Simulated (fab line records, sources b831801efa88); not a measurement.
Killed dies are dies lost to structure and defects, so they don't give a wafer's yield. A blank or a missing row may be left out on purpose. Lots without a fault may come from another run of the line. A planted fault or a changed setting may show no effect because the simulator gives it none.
Problem report in the 8D (eight disciplines) form, filled by code | flow gf180mcu | the parts of the form that need people (team, actions taken, sign-off) are left out

1. THE PROBLEM
rf_fwd_power_W at GF_STI_ETCH_14 reads a mean of 692.6 W on 9 wafers of 3 lots; wafers without a fault read 596.5 W with a standard deviation of 1.9. That is +51 standard deviations from the usual mean.
The step: etches Si in HBr/Cl2/O2, target depth 360 nm, time 102.9 s.
First seen on wafer L927.1, day 3 10:42, on rie_si-01. The record holds 21 wafers of 7 lots with a number at this step. Rule for "out", or "out of limits": more than 4 standard deviations from the usual mean. The other wafers with a number count as sound.

2. WHAT IT IS AND WHAT IT IS NOT
question                    | is                     | is not
which readings at this step | rf_fwd_power_W         | drypump_motor_current_A
which lots                  | L927, L928, L929       | L925, L926, L937, L940
which wafers of those lots  | all that have a number | -
read on which tools         | rie_si-01              | rie_si-02
when                        | from day 3 10:42       | up to then (6 sound wafers); but 6 sound wafers of L937, L940 came after

3. SUSPECTS, AND WHAT RULES EACH OUT
Counting: a tool at a process step up to the reading stays a suspect if it ran every lot that is out and no sound lot after the first of them.
- rie_si-01 at GF_STI_ETCH_14 (etches Si in HBr/Cl2/O2, target depth 360 nm, time 102.9 s): kept. It ran every lot that is out, first L927 (day 3 10:42), and no sound lot after that; its last sound lot up to then is L926 (day 3 02:36). Its own readings are out on those wafers: rf_fwd_power_W.
Left after counting: rie_si-01 at GF_STI_ETCH_14.

4. THE CAUSE (what the simulator had put in)
Process parameter drift: rie_si-01, from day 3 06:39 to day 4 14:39, at GF_STI_ETCH_14. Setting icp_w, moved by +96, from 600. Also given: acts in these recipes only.
Counting left only this tool.

5. THE CHAIN OF EFFECTS, in route order
Each row: a reading whose mean over the struck wafers that have a number lies more than 3 standard deviations from the usual. Only readings for which the record gives a usual standard deviation are gone through. hours: the time from each lot's start at the first step in this table that gives one to its start at this step, as a median over the lots. sigmas: the change in usual standard deviations.
hours | step           | reading        | usual      | on struck wafers | change | sigmas
0     | GF_STI_ETCH_14 | oes_product_au | 1.000 a.u. | 1.055            | +0.055 | +3.4
0     | GF_STI_ETCH_14 | rf_fwd_power_W | 596.5 W    | 692.6            | +96.1  | +51
The process steps in it:
- GF_STI_ETCH_14: etches Si in HBr/Cl2/O2, target depth 360 nm, time 102.9 s.

6. WHAT WOULD HAVE CAUGHT IT SOONER
In this record the first reading out of limits was taken at day 3 10:42, 4 hours after the fault began at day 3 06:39.
